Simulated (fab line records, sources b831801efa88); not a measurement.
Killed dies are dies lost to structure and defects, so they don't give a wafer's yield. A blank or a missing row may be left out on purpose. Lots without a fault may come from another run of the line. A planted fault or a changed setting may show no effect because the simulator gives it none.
Which tool did it? | flow gf180mcu | 24 lots, 72 wafers sampled, at 6 steps of a route of 602

WHAT THE GAUGES READ, wafer by wafer
GF_SAB_OVL_MEAS_10. Usual: SAB_OVL 1.2 nm, standard deviation 1.4.
lot  | measured     | on         | SAB_OVL (nm)   | flag
L074 | day 15 03:11 | overlay-02 | 2.4 2.6 3.8    |
L075 | day 15 12:26 | overlay-01 | 1.9 3.0 1.6    |
L076 | day 15 21:38 | overlay-02 | -1.3 -1.5 -2.0 |
L077 | day 16 00:52 | overlay-02 | -0.6 -0.1 0.6  |
L078 | day 16 15:38 | overlay-02 | 0.3 -0.1 -0.1  |
L079 | day 16 23:05 | overlay-02 | 3.5 3.2 1.7    |
L080 | day 17 07:53 | overlay-02 | -1.6 -0.3 0.4  |
L081 | day 17 13:05 | overlay-02 | 2.1 3.0 3.2    |
L082 | day 18 07:01 | overlay-01 | 1.8 3.1 0.3    |
L083 | day 18 09:50 | overlay-02 | 0.6 1.1 0.8    |
L084 | day 18 19:43 | overlay-01 | 1.8 2.9 1.7    |
L085 | day 19 06:52 | overlay-01 | 3.5 1.5 0.3    |
L086 | day 19 09:05 | overlay-01 | 0.9 1.1 1.8    |
L087 | day 19 21:07 | overlay-02 | 1.3 1.1 2.2    |
L088 | day 20 02:10 | overlay-01 | 2.0 1.2 2.1    |
L089 | day 20 23:26 | overlay-02 | 1.9 3.8 3.0    |
L090 | day 21 02:53 | overlay-02 | 0.8 -1.6 1.6   |
L091 | day 21 12:15 | overlay-02 | -1.4 -0.9 0.3  |
L092 | day 21 16:53 | overlay-02 | 1.4 0.3 -0.2   |
L093 | day 21 22:40 | overlay-01 | 3.8 2.1 3.5    |
L094 | day 22 05:08 | overlay-01 | 1.5 -0.2 1.8   |
L095 | day 22 13:15 | overlay-02 | 3.4 3.0 2.2    |
L096 | day 23 02:32 | overlay-02 | 1.0 1.4 0.9    |
L097 | day 23 04:29 | overlay-01 | 1.6 1.9 1.7    |

GF_SALICIDE_THK_MEAS_05: measures by xrf. Usual: SALICIDE_TIN_THK 20.11 nm, standard deviation 0.28.
lot  | measured     | on            | SALICIDE_TIN_THK (nm) | flag
L074 | day 15 03:45 | film_metro-03 | 20.11 20.74 20.30     |
L075 | day 15 12:59 | film_metro-03 | 20.32 19.51 19.55     |
L076 | day 15 22:13 | film_metro-01 | 19.90 19.81 20.15     |
L077 | day 16 01:26 | film_metro-02 | 20.26 20.08 20.14     |
L078 | day 16 16:11 | film_metro-01 | 19.55 19.36 20.12     |
L079 | day 16 23:38 | film_metro-01 | 20.01 19.93 19.87     |
L080 | day 17 08:26 | film_metro-01 | 20.18 20.13 20.12     |
L081 | day 17 13:38 | film_metro-03 | 20.55 20.61 20.34     |
L082 | day 18 07:35 | film_metro-03 | 19.79 19.66 20.31     |
L083 | day 18 10:25 | film_metro-02 | 19.73 20.14 19.70     |
L084 | day 18 20:16 | film_metro-01 | 20.57 20.56 20.45     |
L085 | day 19 07:25 | film_metro-03 | 20.13 20.20 20.15     |
L086 | day 19 09:40 | film_metro-02 | 20.03 20.23 19.95     |
L087 | day 19 21:41 | film_metro-01 | 20.14 20.15 20.12     |
L088 | day 20 02:44 | film_metro-03 | 20.57 20.28 20.75     |
L089 | day 20 23:59 | film_metro-03 | 20.24 19.66 20.05     |
L090 | day 21 03:26 | film_metro-01 | 19.89 20.27 20.12     |
L091 | day 21 12:49 | film_metro-01 | 20.17 19.89 20.23     |
L092 | day 21 17:26 | film_metro-03 | 20.17 20.37 19.99     |
L093 | day 21 23:14 | film_metro-01 | 20.11 20.23 20.17     |
L094 | day 22 05:41 | film_metro-03 | 20.44 20.10 20.51     |
L095 | day 22 13:47 | film_metro-01 | 19.78 20.06 19.90     |
L096 | day 23 03:08 | film_metro-01 | 20.13 19.73 19.95     |
L097 | day 23 05:03 | film_metro-02 | 20.64 20.05 20.66     |

GF_V5_RS_MEAS_24: measures by four-point-probe. Usual: V5_W_RS 0.3293 ohm/sq, standard deviation 0.0027.
lot  | measured     | on            | V5_W_RS (ohm/sq)     | flag
L074 | day 27 06:38 | film_metro-01 | 0.3289 0.3306 0.3258 |
L075 | day 27 16:00 | film_metro-02 | 0.3310 0.3285 0.3307 |
L076 | day 28 01:45 | film_metro-01 | 0.3294 0.3335 0.3293 |
L077 | day 28 02:52 | film_metro-02 | 0.3322 0.3315 0.3357 |
L078 | day 28 14:40 | film_metro-04 | 0.3310 0.3352 0.3320 |
L079 | day 29 00:13 | film_metro-04 | 0.3281 0.3229 0.3272 |
L080 | day 29 05:29 | film_metro-02 | 0.3282 0.3280 0.3314 |
L081 | day 29 07:16 | film_metro-01 | 0.3256 0.3304 0.3342 |
L082 | day 29 22:57 | film_metro-02 | 0.3274 0.3232 0.3308 |
L083 | day 30 02:15 | film_metro-04 | 0.3297 0.3318 0.3299 |
L084 | day 30 09:10 | film_metro-04 | 0.3305 0.3240 0.3249 |
L085 | day 30 17:53 | film_metro-01 | 0.3316 0.3288 0.3310 |
L086 | day 30 19:13 | film_metro-04 | 0.3279 0.3334 0.3282 |
L087 | day 31 03:17 | film_metro-01 | 0.3296 0.3300 0.3290 |
L088 | day 31 05:58 | film_metro-04 | 0.3261 0.3296 0.3295 |
L089 | day 31 22:37 | film_metro-01 | 0.3315 0.3337 0.3310 |
L090 | day 32 00:31 | film_metro-04 | 0.3224 0.3285 0.3321 |
L091 | day 32 10:36 | film_metro-02 | 0.3253 0.3275 0.3273 |
L092 | day 32 12:02 | film_metro-04 | 0.3309 0.3289 0.3265 |
L093 | day 32 15:47 | film_metro-02 | 0.3277 0.3295 0.3326 |
L094 | day 32 21:00 | film_metro-04 | 0.3277 0.3294 0.3292 |
L095 | day 33 02:15 | film_metro-02 | 0.3294 0.3305 0.3257 |
L096 | day 33 10:19 | film_metro-02 | 0.3294 0.3326 0.3297 |
L097 | day 33 10:55 | film_metro-02 | 0.3267 0.3277 0.3247 |

WHICH TOOL RAN EACH LOT (tool, then ch and the chambers of the sampled wafers, then the start)
lot  | GF_SALICIDE_SPUTTER_02       | GF_V1_SPUTTER_22             | GF_V2_SPUTTER_22
L074 | pvd_sputter-01, day 15 03:34 | pvd_sputter-01, day 18 04:23 | pvd_sputter-01, day 20 07:38
L075 | pvd_sputter-01, day 15 12:49 | pvd_sputter-01, day 18 14:22 | pvd_sputter-01, day 20 18:16
L076 | pvd_sputter-03, day 15 22:02 | pvd_sputter-01, day 19 01:29 | pvd_sputter-02, day 21 05:18
L077 | pvd_sputter-01, day 16 01:16 | pvd_sputter-04, day 19 04:41 | pvd_sputter-01, day 21 07:54
L078 | pvd_sputter-01, day 16 16:00 | pvd_sputter-01, day 19 20:14 | pvd_sputter-04, day 22 00:02
L079 | pvd_sputter-03, day 16 23:27 | pvd_sputter-01, day 20 04:16 | pvd_sputter-02, day 22 07:38
L080 | pvd_sputter-03, day 17 08:15 | pvd_sputter-01, day 20 12:38 | pvd_sputter-02, day 22 14:59
L081 | pvd_sputter-01, day 17 13:27 | pvd_sputter-04, day 20 16:38 | pvd_sputter-04, day 22 19:07
L082 | pvd_sputter-01, day 18 07:25 | pvd_sputter-04, day 21 12:19 | pvd_sputter-01, day 23 14:18
L083 | pvd_sputter-01, day 18 10:13 | pvd_sputter-04, day 21 16:37 | pvd_sputter-04, day 23 17:14
L084 | pvd_sputter-03, day 18 20:06 | pvd_sputter-01, day 22 00:59 | pvd_sputter-02, day 24 01:38
L085 | pvd_sputter-02, day 19 07:15 | pvd_sputter-03, day 22 12:20 | pvd_sputter-01, day 24 12:41
L086 | pvd_sputter-02, day 19 09:28 | pvd_sputter-04, day 22 13:35 | pvd_sputter-04, day 24 14:35
L087 | pvd_sputter-02, day 19 21:30 | pvd_sputter-01, day 23 00:20 | pvd_sputter-02, day 24 23:35
L088 | pvd_sputter-03, day 20 02:34 | pvd_sputter-04, day 23 05:09 | pvd_sputter-02, day 25 03:41
L089 | pvd_sputter-01, day 20 23:48 | pvd_sputter-01, day 24 01:05 | pvd_sputter-01, day 25 23:29
L090 | pvd_sputter-01, day 21 03:16 | pvd_sputter-03, day 24 05:07 | pvd_sputter-04, day 26 02:11
L091 | pvd_sputter-03, day 21 12:38 | pvd_sputter-01, day 24 15:27 | pvd_sputter-02, day 26 12:32
L092 | pvd_sputter-02, day 21 17:16 | pvd_sputter-01, day 24 17:44 | pvd_sputter-04, day 26 15:06
L093 | pvd_sputter-03, day 21 23:03 | pvd_sputter-04, day 24 22:22 | pvd_sputter-04, day 26 19:32
L094 | pvd_sputter-03, day 22 05:30 | pvd_sputter-01, day 25 05:48 | pvd_sputter-04, day 27 02:23
L095 | pvd_sputter-02, day 22 13:37 | pvd_sputter-04, day 25 13:35 | pvd_sputter-02, day 27 09:47
L096 | pvd_sputter-03, day 23 02:55 | pvd_sputter-01, day 26 00:32 | pvd_sputter-01, day 27 19:56
L097 | pvd_sputter-01, day 23 04:52 | pvd_sputter-01, day 26 03:13 | pvd_sputter-04, day 27 23:59
- GF_SALICIDE_SPUTTER_02: material Co, target thk 10 nm, time 20 s.
- GF_V1_SPUTTER_22: material TiN, target thk 10 nm, time 40 s.
- GF_V2_SPUTTER_22: material TiN, target thk 10 nm, time 40 s.

WHAT THE TOOLS THEMSELVES READ (means of the sampled wafers that have a number; where no wafer has one, the mark that the record gives instead)
GF_SALICIDE_SPUTTER_02. Usual: cathode_dc_power_W 999.99 W, standard deviation 0.19; throttle_valve_pct 29.9 %, standard deviation 0.75.
lot  | tool           | cathode_dc_power_W (W) | throttle_valve_pct (%) | flag
L074 | pvd_sputter-01 | 1000.02                | 30.4                   |
L075 | pvd_sputter-01 | 999.73                 | 29.2                   |
L076 | pvd_sputter-03 | 1000.14                | 29.7                   |
L077 | pvd_sputter-01 | 999.88                 | 29.4                   |
L078 | pvd_sputter-01 | 1000.05                | 29.9                   |
L079 | pvd_sputter-03 | 999.89                 | 30.0                   |
L080 | pvd_sputter-03 | 999.96                 | 29.9                   |
L081 | pvd_sputter-01 | 1000.17                | 29.2                   |
L082 | pvd_sputter-01 | 999.91                 | 30.4                   |
L083 | pvd_sputter-01 | 999.96                 | 29.8                   |
L084 | pvd_sputter-03 | 1000.18                | 30.0                   |
L085 | pvd_sputter-02 | 999.95                 | 30.3                   |
L086 | pvd_sputter-02 | 999.86                 | 30.2                   |
L087 | pvd_sputter-02 | 1000.11                | 30.8                   |
L088 | pvd_sputter-03 | 999.87                 | 30.1                   |
L089 | pvd_sputter-01 | 999.89                 | 30.1                   |
L090 | pvd_sputter-01 | 999.94                 | 29.5                   |
L091 | pvd_sputter-03 | 999.83                 | 30.2                   |
L092 | pvd_sputter-02 | 1000.03                | 30.8                   |
L093 | pvd_sputter-03 | 999.93                 | 30.1                   |
L094 | pvd_sputter-03 | 1000.00                | 29.9                   |
L095 | pvd_sputter-02 | 1000.23                | 30.7                   |
L096 | pvd_sputter-03 | 1000.05                | 30.0                   |
L097 | pvd_sputter-01 | 999.91                 | 29.5                   |

GF_V1_SPUTTER_22. Usual: cathode_dc_power_W 4000.1 W, standard deviation 0.78; throttle_valve_pct 29.7 %, standard deviation 0.71.
lot  | tool           | cathode_dc_power_W (W) | throttle_valve_pct (%) | flag
L074 | pvd_sputter-01 | 3999.8                 | 29.7                   |
L075 | pvd_sputter-01 | 4000.4                 | 30.0                   |
L076 | pvd_sputter-01 | 4000.1                 | 29.7                   |
L077 | pvd_sputter-04 | 4000.2                 | 29.0                   |
L078 | pvd_sputter-01 | 3999.9                 | 30.4                   |
L079 | pvd_sputter-01 | 4000.0                 | 30.3                   |
L080 | pvd_sputter-01 | 3999.7                 | 29.6                   |
L081 | pvd_sputter-04 | 4000.8                 | 30.0                   |
L082 | pvd_sputter-04 | 4000.6                 | 29.3                   |
L083 | pvd_sputter-04 | 3999.7                 | 29.4                   |
L084 | pvd_sputter-01 | 3999.8                 | 29.5                   |
L085 | pvd_sputter-03 | 4001.1                 | 30.4                   |
L086 | pvd_sputter-04 | 3999.4                 | 29.4                   |
L087 | pvd_sputter-01 | 3999.2                 | 29.5                   |
L088 | pvd_sputter-04 | 3999.8                 | 30.1                   |
L089 | pvd_sputter-01 | 4000.3                 | 29.6                   |
L090 | pvd_sputter-03 | 4000.1                 | 30.2                   |
L091 | pvd_sputter-01 | 4000.9                 | 29.9                   |
L092 | pvd_sputter-01 | 4000.5                 | 29.8                   |
L093 | pvd_sputter-04 | 4000.6                 | 29.4                   |
L094 | pvd_sputter-01 | 4000.1                 | 29.9                   |
L095 | pvd_sputter-04 | 3999.8                 | 29.5                   |
L096 | pvd_sputter-01 | 4000.1                 | 29.5                   |
L097 | pvd_sputter-01 | 4000.1                 | 29.3                   |

GF_V2_SPUTTER_22. Usual: cathode_dc_power_W 4000.1 W, standard deviation 0.77; throttle_valve_pct 29.8 %, standard deviation 0.88.
lot  | tool           | cathode_dc_power_W (W) | throttle_valve_pct (%) | flag
L074 | pvd_sputter-01 | 4001.0                 | 29.9                   |
L075 | pvd_sputter-01 | 4000.8                 | 29.5                   |
L076 | pvd_sputter-02 | 4000.3                 | 29.7                   |
L077 | pvd_sputter-01 | 4000.5                 | 29.3                   |
L078 | pvd_sputter-04 | 3999.5                 | 29.6                   |
L079 | pvd_sputter-02 | 3999.9                 | 29.8                   |
L080 | pvd_sputter-02 | 4000.4                 | 29.3                   |
L081 | pvd_sputter-04 | 3999.9                 | 29.6                   |
L082 | pvd_sputter-01 | 4000.1                 | 29.3                   |
L083 | pvd_sputter-04 | 3999.6                 | 29.5                   |
L084 | pvd_sputter-02 | 4000.3                 | 30.2                   |
L085 | pvd_sputter-01 | 3999.9                 | 29.6                   |
L086 | pvd_sputter-04 | 4000.6                 | 29.3                   |
L087 | pvd_sputter-02 | 4000.6                 | 30.7                   |
L088 | pvd_sputter-02 | 3999.9                 | 30.7                   |
L089 | pvd_sputter-01 | 4000.4                 | 29.9                   |
L090 | pvd_sputter-04 | 3999.0                 | 29.1                   |
L091 | pvd_sputter-02 | 3999.6                 | 29.8                   |
L092 | pvd_sputter-04 | 4000.2                 | 29.4                   |
L093 | pvd_sputter-04 | 4000.3                 | 29.5                   |
L094 | pvd_sputter-04 | 3999.7                 | 29.9                   |
L095 | pvd_sputter-02 | 4000.9                 | 30.4                   |
L096 | pvd_sputter-01 | 4000.0                 | 29.8                   |
L097 | pvd_sputter-04 | 3999.9                 | 28.9                   |

THE ANSWER, worked out from the rows above alone
Rule: a lot is off if the mean of its wafers that have a number lies more than 3 standard deviations from the usual mean. A lot without any number at a reading at which 4 lots or more have one is off too. The other lots that the step has rows for count as sound. The gauges are gone through in route order, then the tools' own readings, and for those a lot's mean is taken as printed above. The first step at which some lot is off is used, and at that step the reading that is off furthest; a lot without a number counts as furthest.
No lot is off at any reading shown: from this, nothing can be told.

WHAT THE SIMULATOR HAD PUT IN
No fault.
